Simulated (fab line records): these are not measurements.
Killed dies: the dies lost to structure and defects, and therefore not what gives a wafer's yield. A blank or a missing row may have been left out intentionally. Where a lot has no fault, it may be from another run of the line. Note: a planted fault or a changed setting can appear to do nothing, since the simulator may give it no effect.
fab line records	flow sky130
record lots=24	wafers=72	last_day=50
route steps=708 shown POLY_GATE@232 SD_N@350 LI_CONTACT@385 METAL1@454 METAL2@483 VIA4@642
lots with no fault: from the same line, run without faults
start_h: start of the lot's first displayed wafer, in hours after the record's first day	wait_h: time in hours since the lot's previous step	" unchanged from the row above	L1.1+2: one row covering several wafers at once	- no value present, or no start provided	* or withheld: withheld	< > ~ a bound
route shown NAME@n: a module of which the file shows steps, and the number in the route of the first	usual: mean and standard deviation over wafers with no fault	same: alike in all rows	chamber/n: place in a boat	sites: each site's reading	_std_site: standard deviation of those values	_edge_site: inner sites' mean taken away from outer sites' mean	radius_mm: how far each site lies from the wafer's centre	mask NAME#n: copy n	behind: tool/chamber where the wafer was last shaped	hold: why the lot went on hold/how many hours it stayed there/how the hold came to an end	device: which transistor (n, p or np) failed to switch	end of line: tests run on the same wafers once the route is complete	where a step has no rows: the recipe by itself	killed: count of dies lost to structure and defects at first sort (not the wafer's yield)	map: shows each die of a wafer: x if killed, . if not, _ if none is there
set.NAME: the run value of the setting; set.NAME@STEP: its run value at that earlier step	model.NAME: the simulator's own value behind a step, which no gauge read
the route's steps for a sample of lots (tables are steps, rows are wafers)
services: a tool's chamber out of use, with start hour (start_h, from the record's first day; less than 0 if before it), hours out, and reason
## steps
# step SKY_POLY_GATE_STRIP_18
# recipe chemistry=O2/N2	power_w=1400	pressure_mtorr=1500	platen_temp_c=withheld	o2_flow_sccm=3000	n2_flow_sccm=300	overash_fraction=0.5
# usual drypump_motor_current_A=5.5/0.41	oes_product_au=0.358/0.0044	strip_time_to_endpoint_s=3.11/0.043
lot.wafer	tool	chamber	start_h	wait_h	drypump_motor_current_A	oes_product_au	rf_hours_counter_h	strip_time_to_endpoint_s
L074.1	plasma_asher-01	1	378.71	0.0	5.8	0.350	55	3.07
L074.2	"	0	"	"	6.0	0.363	55	3.09
L074.6	"	0	"	"	6.0	0.353	-	3.12
L075.1	plasma_asher-04	1	378.77	0.0	5.7	0.357	68	3.04
L075.2	"	0	"	"	5.6	0.362	68	3.14
L075.6	"	0	"	"	5.6	0.361	-	3.08
L076.1	plasma_asher-03	0	380.57	0.0	4.8	0.355	24	3.06
L076.3	"	0	"	"	4.8	0.348	-	3.06
L076.5	"	1	"	"	5.0	0.362	-	3.10
L078.1	plasma_asher-01	1	387.86	0.0	5.8	0.356	56	3.05
L078.3	"	1	"	"	5.8	0.360	-	3.13
L078.5	"	0	"	"	6.0	0.356	-	3.03
L077.2	plasma_asher-03	0	390.11	0.0	4.9	0.358	25	3.07
L077.4	"	0	"	"	4.8	0.356	-	3.04
L077.5	"	0	"	"	4.8	0.353	-	3.06
L079.1	plasma_asher-04	1	404.66	0.0	5.7	0.354	71	3.04
L079.2	"	0	"	"	5.6	0.358	71	3.06
L079.3	"	0	"	"	5.6	0.361	-	3.16
L080.1	plasma_asher-04	1	412.86	0.0	5.7	0.365	72	3.17
L080.4	"	1	"	"	5.7	0.360	-	3.10
L080.6	"	0	"	"	5.6	0.364	-	3.15
L081.2	plasma_asher-04	0	422.22	0.0	5.6	0.360	73	3.12
L081.4	"	0	"	"	5.7	0.361	-	3.13
L081.5	"	0	"	"	5.6	0.356	-	3.07
L082.4	plasma_asher-01	1	427.75	0.1	5.7	0.368	-	3.13
L082.5	"	0	"	"	6.0	0.359	-	3.15
L082.6	"	1	"	"	5.7	0.355	-	3.10
L083.2	plasma_asher-01	0	435.96	0.0	6.0	0.357	61	3.10
L083.3	"	1	"	"	5.7	0.357	-	3.18
L083.4	"	0	"	"	6.0	0.360	-	3.13
L084.1	plasma_asher-03	0	449.97	0.0	4.8	0.358	31	3.10
L084.4	"	0	"	"	4.8	0.359	-	3.09
L084.6	"	1	"	"	5.0	0.356	-	3.19
L085.1	plasma_asher-01	1	458.46	0.0	5.8	0.360	63	3.12
L085.3	"	0	"	"	6.0	0.368	-	3.23
L085.6	"	0	"	"	6.0	0.356	-	3.12
L086.1	plasma_asher-01	0	466.86	0.0	6.0	0.356	64	3.16
L086.2	"	1	"	"	5.7	0.362	64	3.13
L086.6	"	1	"	"	5.7	0.362	-	3.13
L087.1	plasma_asher-03	1	475.16	0.0	5.0	0.362	34	3.06
L087.5	"	0	"	"	4.8	0.358	-	3.06
L087.6	"	1	"	"	5.0	0.360	-	3.21
L088.2	plasma_asher-03	0	492.66	0.0	4.8	0.352	36	3.05
L088.4	"	1	"	"	5.0	0.360	-	3.08
L088.5	"	1	"	"	5.0	0.359	-	3.06
L089.2	plasma_asher-01	0	499.40	0.0	6.0	0.363	67	3.10
L089.3	"	1	"	"	5.7	0.365	-	3.15
L089.5	"	0	"	"	6.0	0.357	-	3.16
L090.4	plasma_asher-03	0	509.34	0.1	4.8	0.349	-	3.08
L090.5	"	0	"	"	4.8	0.369	-	3.10
L090.6	"	1	"	"	5.0	0.357	-	3.07
L091.2	plasma_asher-01	0	517.95	0.0	6.0	0.362	69	3.09
L091.3	"	0	"	"	6.0	0.359	-	3.20
L091.6	"	0	"	"	6.0	0.357	-	3.12
L092.1	plasma_asher-04	1	522.32	0.0	5.7	0.362	83	3.10
L092.2	"	0	"	"	5.6	0.357	83	3.12
L092.6	"	1	"	"	5.7	0.357	-	3.13
L093.1	plasma_asher-04	0	533.37	0.0	5.6	0.359	84	3.06
L093.4	"	1	"	"	5.8	0.367	-	3.15
L093.5	"	1	"	"	5.7	0.362	-	3.10
L094.1	plasma_asher-04	1	535.26	0.0	5.7	0.355	84	3.14
L094.3	"	1	"	"	5.7	0.354	-	3.14
L094.6	"	1	"	"	5.7	0.355	-	3.11
L095.1	plasma_asher-04	1	546.16	0.0	5.7	0.354	86	3.12
L095.5	"	1	"	"	5.7	0.354	-	3.07
L095.6	"	0	"	"	5.6	0.364	-	3.12
L096.2	plasma_asher-03	1	558.85	0.0	5.0	0.357	42	3.12
L096.4	"	0	"	"	4.8	0.360	-	3.05
L096.6	"	1	"	"	5.0	0.357	-	3.06
L097.3	plasma_asher-04	0	578.69	0.1	5.6	0.356	-	3.17
L097.4	"	1	"	"	5.7	0.350	-	3.10
L097.5	"	1	"	"	5.7	0.365	-	3.16
# step SKY_SD_N_OVL_MEAS_08
# usual SD_N_OVL=0.3/1.4
lot.wafer	tool	chamber	start_h	wait_h	SD_N_OVL[nm]
L074.1	overlay-01	-	651.32	0.1	0.1
L074.2	"	-	"	"	0.5
L074.6	"	-	"	"	1.5
L075.1	overlay-01	-	654.79	0.1	0.4
L075.2	"	-	"	"	0.3
L075.6	"	-	"	"	0.6
L076.1	overlay-02	-	658.97	0.1	1.6
L076.3	"	-	"	"	3.3
L076.5	"	-	"	"	2.2
L078.1	overlay-02	-	661.37	0.1	1.6
L078.3	"	-	"	"	0.8
L078.5	"	-	"	"	1.4
L077.2	overlay-01	-	673.78	0.1	-2.3
L077.4	"	-	"	"	-2.0
L077.5	"	-	"	"	-2.8
L079.1	overlay-02	-	677.73	0.1	-1.7
L079.2	"	-	"	"	-1.8
L079.3	"	-	"	"	0.1
L080.1	overlay-01	-	687.52	0.1	1.3
L080.4	"	-	"	"	0.4
L080.6	"	-	"	"	-2.2
L081.2	overlay-02	-	707.90	0.1	1.5
L081.4	"	-	"	"	1.6
L081.5	"	-	"	"	2.0
L082.4	overlay-02	-	709.34	0.1	-1.0
L082.5	"	-	"	"	-1.8
L082.6	"	-	"	"	-0.3
L083.2	overlay-01	-	712.40	0.1	-0.1
L083.3	"	-	"	"	-0.2
L083.4	"	-	"	"	0.0
L084.1	overlay-01	-	721.13	0.1	1.0
L084.4	"	-	"	"	-0.4
L084.6	"	-	"	"	1.8
L085.1	overlay-02	-	728.22	0.1	-1.0
L085.3	"	-	"	"	0.1
L085.6	"	-	"	"	-0.3
L086.1	overlay-02	-	735.13	0.1	3.5
L086.2	"	-	"	"	1.6
L086.6	"	-	"	"	1.1
L087.1	overlay-02	-	744.44	0.1	-0.1
L087.5	"	-	"	"	1.0
L087.6	"	-	"	"	0.4
L088.2	overlay-02	-	757.74	0.1	0.8
L088.4	"	-	"	"	-1.0
L088.5	"	-	"	"	0.7
L089.2	overlay-01	-	763.40	0.1	1.5
L089.3	"	-	"	"	1.1
L089.5	"	-	"	"	0.0
L090.4	overlay-01	-	771.56	0.1	1.4
L090.5	"	-	"	"	3.4
L090.6	"	-	"	"	-0.5
L091.2	overlay-01	-	782.50	0.1	0.6
L091.3	"	-	"	"	-0.2
L091.6	"	-	"	"	-0.3
L092.1	overlay-01	-	784.07	0.1	1.7
L092.2	"	-	"	"	0.0
L092.6	"	-	"	"	2.0
L093.1	overlay-02	-	793.28	0.1	1.4
L093.4	"	-	"	"	1.7
L093.5	"	-	"	"	0.9
L094.1	overlay-01	-	795.84	0.1	1.5
L094.3	"	-	"	"	0.8
L094.6	"	-	"	"	1.9
L095.1	overlay-01	-	807.34	0.1	-3.2
L095.5	"	-	"	"	0.1
L095.6	"	-	"	"	-1.0
L096.2	overlay-02	-	814.23	0.1	-1.3
L096.4	"	-	"	"	-1.5
L096.6	"	-	"	"	-1.3
L097.3	overlay-01	-	831.24	0.1	-2.5
L097.4	"	-	"	"	-1.2
L097.5	"	-	"	"	-2.0
# step SKY_LI_CONTACT_THK_MEAS_23
# recipe thk_meas_gauge=xrf	reads=W_of_LI_CONTACT_CVD_21
# usual LI_CONTACT_W_THK=401/6.9
lot.wafer	tool	chamber	start_h	wait_h	LI_CONTACT_W_THK[nm]
L074.1	film_metro-03	-	682.38	0.1	399
L074.2	"	-	"	"	397
L074.6	"	-	"	"	398
L075.1	film_metro-03	-	685.62	0.1	391
L075.2	"	-	"	"	387
L075.6	"	-	"	"	384
L076.1	film_metro-02	-	689.83	0.1	406
L076.3	"	-	"	"	405
L076.5	"	-	"	"	400
L078.1	film_metro-02	-	691.62	0.1	388
L078.3	"	-	"	"	389
L078.5	"	-	"	"	393
L077.2	film_metro-02	-	704.49	0.1	393
L077.4	"	-	"	"	397
L077.5	"	-	"	"	394
L079.1	film_metro-01	-	708.40	0.1	410
L079.2	"	-	"	"	421
L079.3	"	-	"	"	424
L080.1	film_metro-03	-	717.42	0.1	401
L080.4	"	-	"	"	400
L080.6	"	-	"	"	401
L081.2	film_metro-01	-	738.15	0.1	405
L081.4	"	-	"	"	404
L081.5	"	-	"	"	401
L082.4	film_metro-01	-	739.00	0.1	395
L082.5	"	-	"	"	407
L082.6	"	-	"	"	395
L083.2	film_metro-01	-	742.63	0.1	402
L083.3	"	-	"	"	405
L083.4	"	-	"	"	407
L084.1	film_metro-01	-	750.07	0.1	404
L084.4	"	-	"	"	407
L084.6	"	-	"	"	395
L085.1	film_metro-01	-	757.97	0.1	411
L085.3	"	-	"	"	405
L085.6	"	-	"	"	405
L086.1	film_metro-01	-	764.34	0.1	397
L086.2	"	-	"	"	405
L086.6	"	-	"	"	405
L087.1	film_metro-02	-	774.32	0.1	404
L087.5	"	-	"	"	400
L087.6	"	-	"	"	404
L088.2	film_metro-03	-	786.13	0.1	394
L088.4	"	-	"	"	399
L088.5	"	-	"	"	399
L089.2	film_metro-01	-	792.10	0.1	410
L089.3	"	-	"	"	405
L089.5	"	-	"	"	414
L090.4	film_metro-02	-	800.80	0.1	394
L090.5	"	-	"	"	396
L090.6	"	-	"	"	394
L091.2	film_metro-01	-	811.13	0.1	403
L091.3	"	-	"	"	415
L091.6	"	-	"	"	403
L092.1	film_metro-03	-	812.47	0.1	401
L092.2	"	-	"	"	392
L092.6	"	-	"	"	408
L093.1	film_metro-01	-	822.07	0.1	402
L093.4	"	-	"	"	410
L093.5	"	-	"	"	405
L094.1	film_metro-02	-	825.22	0.1	387
L094.3	"	-	"	"	399
L094.6	"	-	"	"	391
L095.1	film_metro-01	-	835.84	0.1	408
L095.5	"	-	"	"	403
L095.6	"	-	"	"	401
L096.2	film_metro-01	-	842.75	0.1	402
L096.4	"	-	"	"	402
L096.6	"	-	"	"	405
L097.3	film_metro-01	-	859.15	0.1	407
L097.4	"	-	"	"	407
L097.5	"	-	"	"	409
# step SKY_METAL1_STRIP_20
# recipe chemistry=O2/N2	power_w=1400	pressure_mtorr=1500	platen_temp_c=withheld	o2_flow_sccm=3000	n2_flow_sccm=300	overash_fraction=0.5
# usual drypump_motor_current_A=5.5/0.42	oes_product_au=0.341/0.0054	strip_time_to_endpoint_s=2.68/0.066
lot.wafer	tool	chamber	start_h	wait_h	drypump_motor_current_A	oes_product_au	rf_hours_counter_h	strip_time_to_endpoint_s
L074.1	plasma_asher-04	1	767.25	0.1	5.7	0.341	3	2.62
L074.2	"	0	"	"	5.6	0.337	3	2.69
L074.6	"	1	"	"	5.7	0.341	-	2.68
L075.1	plasma_asher-02	1	771.90	0.1	5.5	0.343	33	2.58
L075.2	"	0	"	"	6.1	0.348	33	2.76
L075.6	"	0	"	"	6.1	0.343	-	2.73
L076.1	plasma_asher-02	1	775.60	0.1	5.5	0.343	33	2.72
L076.3	"	0	"	"	6.1	0.345	-	2.71
L076.5	"	0	"	"	6.1	0.336	-	2.66
L078.1	plasma_asher-04	1	777.25	0.1	5.7	0.350	3	2.74
L078.3	"	1	"	"	5.7	0.336	-	2.76
L078.5	"	0	"	"	5.6	0.342	-	2.61
L077.2	plasma_asher-04	0	789.35	0.1	5.6	0.334	4	2.74
L077.4	"	0	"	"	5.7	0.337	-	2.58
L077.5	"	0	"	"	5.7	0.332	-	2.56
L079.1	plasma_asher-02	0	793.50	0.1	6.1	0.338	35	2.70
L079.2	"	1	"	"	5.4	0.336	35	2.60
L079.3	"	0	"	"	6.1	0.343	-	2.70
L080.1	plasma_asher-04	0	802.16	0.1	5.6	0.344	6	2.73
L080.4	"	1	"	"	5.7	0.339	-	2.69
L080.6	"	1	"	"	5.7	0.351	-	2.65
L081.2	plasma_asher-02	1	822.25	0.1	5.5	0.339	38	2.65
L081.4	"	1	"	"	5.5	0.329	-	2.56
L081.5	"	1	"	"	5.5	0.342	-	2.59
L082.4	plasma_asher-04	0	822.34	0.1	5.6	0.335	-	2.63
L082.5	"	0	"	"	5.7	0.337	-	2.68
L082.6	"	1	"	"	5.7	0.344	-	2.72
L083.2	plasma_asher-04	0	826.55	0.1	5.6	0.343	8	2.56
L083.3	"	0	"	"	5.6	0.330	-	2.59
L083.4	"	1	"	"	5.7	0.349	-	2.71
L084.1	plasma_asher-04	0	833.25	0.1	5.6	0.343	9	2.67
L084.4	"	1	"	"	5.7	0.339	-	2.59
L084.6	"	0	"	"	5.7	0.334	-	2.59
L085.1	plasma_asher-02	0	840.50	0.1	6.1	0.337	40	2.62
L085.3	"	1	"	"	5.5	0.342	-	2.77
L085.6	"	1	"	"	5.5	0.347	-	2.77
L086.1	plasma_asher-03	0	846.46	0.1	4.8	0.352	71	2.75
L086.2	"	1	"	"	5.0	0.338	71	2.64
L086.6	"	0	"	"	4.8	0.350	-	2.74
L087.1	plasma_asher-02	1	857.38	0.1	5.5	0.349	42	2.73
L087.5	"	1	"	"	5.5	0.341	-	2.73
L087.6	"	0	"	"	6.0	0.344	-	2.65
L088.2	plasma_asher-04	0	868.10	0.1	5.6	0.334	14	2.60
L088.4	"	1	"	"	5.7	0.330	-	2.60
L088.5	"	1	"	"	5.7	0.344	-	2.60
L089.2	plasma_asher-03	0	872.75	0.1	4.8	0.350	74	2.77
L089.3	"	0	"	"	4.8	0.332	-	2.76
L089.5	"	1	"	"	5.0	0.343	-	2.64
L090.4	plasma_asher-02	1	882.74	0.1	5.4	0.341	-	2.77
L090.5	"	1	"	"	5.5	0.346	-	2.70
L090.6	"	0	"	"	6.1	0.348	-	2.76
L091.2	plasma_asher-03	1	892.90	0.1	5.0	0.336	76	2.66
L091.3	"	0	"	"	4.8	0.340	-	2.80
L091.6	"	1	"	"	5.0	0.338	-	2.67
L092.1	plasma_asher-02	0	893.80	0.1	6.1	0.346	46	2.68
L092.2	"	1	"	"	5.5	0.337	46	2.60
L092.6	"	1	"	"	5.5	0.347	-	2.68
L093.1	plasma_asher-03	1	902.62	0.1	5.0	0.344	77	2.78
L093.4	"	1	"	"	5.0	0.346	-	2.64
L093.5	"	0	"	"	4.9	0.339	-	2.63
L094.1	plasma_asher-03	0	906.15	0.1	4.8	0.347	77	2.72
L094.3	"	1	"	"	5.0	0.341	-	2.74
L094.6	"	1	"	"	5.0	0.338	-	2.58
L095.1	plasma_asher-03	0	916.35	0.1	4.9	0.338	78	2.60
L095.5	"	0	"	"	4.9	0.342	-	2.80
L095.6	"	1	"	"	5.0	0.338	-	2.61
L096.2	plasma_asher-03	0	922.85	0.1	4.8	0.336	79	2.59
L096.4	"	1	"	"	5.0	0.343	-	2.61
L096.6	"	1	"	"	5.0	0.343	-	2.73
L097.3	plasma_asher-04	0	938.00	0.1	5.6	0.344	-	2.73
L097.4	"	1	"	"	5.7	0.342	-	2.69
L097.5	"	0	"	"	5.6	0.339	-	2.71
# step SKY_METAL2_SPUTTER_00
# recipe material=Ti	target_thk_nm=15	power_w=3000	time_s=10	chamber_pressure_pa=0.4
# usual throttle_valve_pct=30.5/1.5
# same time_s=10
lot.wafer	tool	chamber	start_h	wait_h	throttle_valve_pct
L074.1	pvd_sputter-04	-	796.22	0.1	31.0
L074.2	"	-	"	"	30.6
L074.6	"	-	"	"	29.4
L075.1	pvd_sputter-01	-	800.98	0.1	32.2
L075.2	"	-	"	"	29.7
L075.6	"	-	"	"	32.0
L076.1	pvd_sputter-02	-	804.27	0.1	28.6
L076.3	"	-	"	"	29.9
L076.5	"	-	"	"	28.8
L078.1	pvd_sputter-01	-	805.88	0.2	32.5
L078.3	"	-	"	"	29.4
L078.5	"	-	"	"	32.9
L077.2	pvd_sputter-02	-	817.78	0.2	28.4
L077.4	"	-	"	"	30.0
L077.5	"	-	"	"	32.0
L079.1	pvd_sputter-01	-	822.34	0.2	32.2
L079.2	"	-	"	"	29.7
L079.3	"	-	"	"	29.5
L080.1	pvd_sputter-02	-	830.88	0.1	29.5
L080.4	"	-	"	"	32.4
L080.6	"	-	"	"	32.2
L081.2	pvd_sputter-02	-	850.63	0.2	30.2
L081.4	"	-	"	"	28.6
L081.5	"	-	"	"	28.7
L082.4	pvd_sputter-04	-	851.27	0.1	29.3
L082.5	"	-	"	"	31.3
L082.6	"	-	"	"	29.4
L083.2	pvd_sputter-01	-	854.53	0.1	29.3
L083.3	"	-	"	"	32.7
L083.4	"	-	"	"	29.9
L084.1	pvd_sputter-02	-	861.75	0.2	28.5
L084.4	"	-	"	"	29.2
L084.6	"	-	"	"	28.6
L085.1	pvd_sputter-01	-	869.46	0.1	32.8
L085.3	"	-	"	"	29.3
L085.6	"	-	"	"	29.9
L086.1	pvd_sputter-01	-	874.23	0.2	29.9
L086.2	"	-	"	"	32.8
L086.6	"	-	"	"	29.3
L087.1	pvd_sputter-02	-	885.90	0.2	28.4
L087.5	"	-	"	"	28.4
L087.6	"	-	"	"	29.4
L088.2	pvd_sputter-01	-	896.49	0.1	32.2
L088.4	"	-	"	"	29.6
L088.5	"	-	"	"	32.5
L089.2	pvd_sputter-01	-	901.10	0.2	32.9
L089.3	"	-	"	"	29.4
L089.5	"	-	"	"	29.5
L090.4	pvd_sputter-02	-	910.92	0.1	30.2
L090.5	"	-	"	"	29.6
L090.6	"	-	"	"	30.3
L091.2	pvd_sputter-02	-	921.82	0.1	32.4
L091.3	"	-	"	"	30.0
L091.6	"	-	"	"	32.4
L092.1	pvd_sputter-02	-	922.11	0.1	30.2
L092.2	"	-	"	"	28.3
L092.6	"	-	"	"	29.6
L093.1	pvd_sputter-01	-	929.88	0.2	29.4
L093.4	"	-	"	"	32.7
L093.5	"	-	"	"	32.3
L094.1	pvd_sputter-01	-	932.86	0.2	32.5
L094.3	"	-	"	"	32.5
L094.6	"	-	"	"	29.5
L095.1	pvd_sputter-02	-	942.81	0.2	29.7
L095.5	"	-	"	"	32.3
L095.6	"	-	"	"	28.6
L096.2	pvd_sputter-02	-	949.45	0.1	29.7
L096.4	"	-	"	"	32.1
L096.6	"	-	"	"	28.7
L097.3	pvd_sputter-01	-	964.85	0.1	29.5
L097.4	"	-	"	"	32.8
L097.5	"	-	"	"	32.3
# step SKY_VIA4_BOW_MEAS_03
# recipe mode=bow
# usual VIA4_BOW=79/7.2
lot.wafer	tool	chamber	start_h	wait_h	VIA4_BOW[um]
L074.1	film_metro-04	-	983.03	0.2	66
L074.2	"	-	"	"	70
L074.6	"	-	"	"	76
L075.1	film_metro-01	-	984.11	0.1	76
L075.2	"	-	"	"	85
L075.6	"	-	"	"	90
L076.1	film_metro-01	-	988.24	0.1	78
L076.3	"	-	"	"	79
L076.5	"	-	"	"	79
L078.1	film_metro-01	-	990.22	0.2	64
L078.3	"	-	"	"	75
L078.5	"	-	"	"	75
L077.2	film_metro-01	-	1000.76	0.2	84
L077.4	"	-	"	"	77
L077.5	"	-	"	"	81
L079.1	film_metro-04	-	1004.77	0.2	66
L079.2	"	-	"	"	87
L079.3	"	-	"	"	81
L080.1	film_metro-01	-	1012.77	0.1	73
L080.4	"	-	"	"	88
L080.6	"	-	"	"	76
L081.2	film_metro-04	-	1030.90	0.1	72
L081.4	"	-	"	"	91
L081.5	"	-	"	"	64
L082.4	film_metro-01	-	1031.53	0.2	77
L082.5	"	-	"	"	81
L082.6	"	-	"	"	75
L083.2	film_metro-04	-	1032.35	0.2	71
L083.3	"	-	"	"	74
L083.4	"	-	"	"	80
L084.1	film_metro-04	-	1041.81	0.2	83
L084.4	"	-	"	"	76
L084.6	"	-	"	"	69
L085.1	film_metro-03	-	1045.43	0.2	79
L085.3	"	-	"	"	91
L085.6	"	-	"	"	82
L086.1	film_metro-03	-	1052.38	0.2	77
L086.2	"	-	"	"	74
L086.6	"	-	"	"	70
L087.1	film_metro-01	-	1061.27	0.1	75
L087.5	"	-	"	"	73
L087.6	"	-	"	"	79
L088.2	film_metro-04	-	1070.18	0.2	84
L088.4	"	-	"	"	81
L088.5	"	-	"	"	81
L089.2	film_metro-01	-	1073.19	0.3	82
L089.3	"	-	"	"	83
L089.5	"	-	"	"	86
L091.2	film_metro-03	-	1092.42	0.1	80
L091.3	"	-	"	"	85
L091.6	"	-	"	"	74
L090.4	film_metro-03	-	1092.94	0.3	86
L090.5	"	-	"	"	90
L090.6	"	-	"	"	88
L092.1	film_metro-04	-	1093.18	0.1	81
L092.2	"	-	"	"	71
L092.6	"	-	"	"	79
L093.1	film_metro-03	-	1096.28	0.1	66
L093.4	"	-	"	"	90
L093.5	"	-	"	"	82
L094.1	film_metro-04	-	1100.01	0.2	82
L094.3	"	-	"	"	65
L094.6	"	-	"	"	85
L095.1	film_metro-04	-	1109.87	0.2	74
L095.5	"	-	"	"	80
L095.6	"	-	"	"	81
L096.2	film_metro-03	-	1115.24	0.2	82
L096.4	"	-	"	"	92
L096.6	"	-	"	"	79
L097.3	film_metro-03	-	1128.18	0.2	79
L097.4	"	-	"	"	93
L097.5	"	-	"	"	79
## services
tool	chamber	start_h	hours	kind
plasma_asher-03	-	367.90	11.1	repair
plasma_asher-03	-	408.41	2.9	repair
plasma_asher-02	-	421.33	9.0	pm
plasma_asher-01	-	452.02	1.7	repair
pvd_sputter-04	-	456.96	1.9	repair
plasma_asher-02	-	470.03	14.6	pm
pvd_sputter-01	-	488.25	1.9	repair
pvd_sputter-01	-	518.46	4.8	repair
pvd_sputter-04	-	565.12	3.5	repair
plasma_asher-03	-	573.74	7.6	repair
plasma_asher-04	-	733.75	9.0	pm
pvd_sputter-04	-	743.47	5.6	repair
pvd_sputter-01	-	747.98	4.6	repair
plasma_asher-02	-	749.64	2.8	pm
plasma_asher-02	-	752.45	3.5	repair
pvd_sputter-01	-	756.17	1.2	repair
plasma_asher-01	-	833.38	28.1	pm
plasma_asher-03	-	835.87	1.7	repair
plasma_asher-04	-	844.27	0.9	repair
pvd_sputter-02	-	889.91	4.1	repair
pvd_sputter-01	-	906.83	1.0	repair
plasma_asher-02	-	912.96	0.8	repair
pvd_sputter-01	-	918.32	6.4	repair
plasma_asher-02	-	963.70	3.3	repair
## key
fault none
